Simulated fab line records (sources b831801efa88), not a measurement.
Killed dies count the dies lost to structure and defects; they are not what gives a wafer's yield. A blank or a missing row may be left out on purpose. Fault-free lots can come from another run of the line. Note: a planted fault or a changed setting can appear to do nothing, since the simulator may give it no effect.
Problem report, 8D (eight disciplines) form, completed by code + flow sky130 + the parts of the form that need people (team, actions taken, sign-off) are left out

## 1. WHAT IS WRONG
Wafers without a fault read 1.003 a.u., standard deviation 0.0091; oes_product_au at SKY_FIELD_ISO_ETCH_17 reads a mean of 0.820 a.u. on 3 wafers belonging to 2 lots. Measured from the usual mean, that is -20 standard deviations.
The step: etches Si in HBr/Cl2/O2, target depth 342 nm, time 97.7 s.
First observed at day 6 13:35: wafer L401.4, on rie_si-02. The record has a number at this step for 16 wafers belonging to 6 lots. By rule, "out" or "out of limits" means more than 4 standard deviations away from the usual mean. The rest of the wafers with a number are treated as sound.

## 2. WHAT THIS IS AND IS NOT
| question                    | is                                 | is not                                                             |
|-----------------------------|------------------------------------|--------------------------------------------------------------------|
| which readings at this step | oes_product_au, throttle_valve_pct | drypump_motor_current_A, mfc_cl2_sccm                              |
| which lots                  | L401, L402                         | L381, L389, L390, L392                                             |
| which wafers of those lots  | L401.4, L401.6, L402.4             | L402.3                                                             |
| read on which tools         | rie_si-02                          | rie_si-01                                                          |
| when                        | from day 6 13:35                   | up to then (12 sound wafers); but 1 sound wafer of L402 came after |

## 3. THE SUSPECTS, EACH WITH WHAT RULES IT OUT
Counting: any tool at a process step up to the reading remains a suspect provided it ran every lot that is out. Sound lots after the first of them don't rule it out here, since some wafers of a struck lot are sound.
- rie_si-02 at SKY_FIELD_ISO_ETCH_17 (etches Si in HBr/Cl2/O2, target depth 342 nm, time 97.7 s): kept. Every lot that is out went through it, the first being L401 (day 6 13:35); the last sound lot it ran before that was L392 (day 4 19:08). On those wafers its own readings are out: oes_product_au, throttle_valve_pct.
- Within rie_si-02 at SKY_FIELD_ISO_ETCH_17: the wafers that are out ran in chambers 1, 2, 3; their sound lot-mates ran in chamber 0.
The count leaves rie_si-02 at SKY_FIELD_ISO_ETCH_17.

## 4. THE CAUSE (what the simulator had put in)
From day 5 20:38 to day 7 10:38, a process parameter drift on rie_si-02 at SKY_FIELD_ISO_ETCH_17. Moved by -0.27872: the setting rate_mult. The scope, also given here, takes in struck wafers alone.
Counting left only this tool.

## 5. SEQUENCE OF EFFECTS, ordered by route
Rows list readings where the struck wafers' mean (over those with a number) sits beyond 3 standard deviations from the usual. Only readings for which the record gives a usual standard deviation are gone through. hours: the time from each lot's start at the first step in this table that gives one to its start at this step, as a median over the lots. sigmas: the change in usual standard deviations.
| hours | step                  | reading            | usual      | on struck wafers | change | sigmas |
|-------|-----------------------|--------------------|------------|------------------|--------|--------|
| 0     | SKY_FIELD_ISO_ETCH_17 | oes_product_au     | 1.003 a.u. | 0.820            | -0.183 | -20    |
| 0     | SKY_FIELD_ISO_ETCH_17 | throttle_valve_pct | 25.653 %   | 25.777           | +0.124 | +12    |
The process steps in it:
- SKY_FIELD_ISO_ETCH_17: etches Si in HBr/Cl2/O2, target depth 342 nm, time 97.7 s.
At these later measuring or inspecting steps, every struck wafer for which the step has a row has a number for every such reading, and none has moved that far: SKY_FIELD_ISO_THK_MEAS_23, SKY_FIELD_ISO_THK_MEAS_25.

## 6. HOW IT WOULD HAVE BEEN CAUGHT EARLIER
First out-of-limits reading in this record: day 6 13:35, which is 17 hours after fault onset at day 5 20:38.
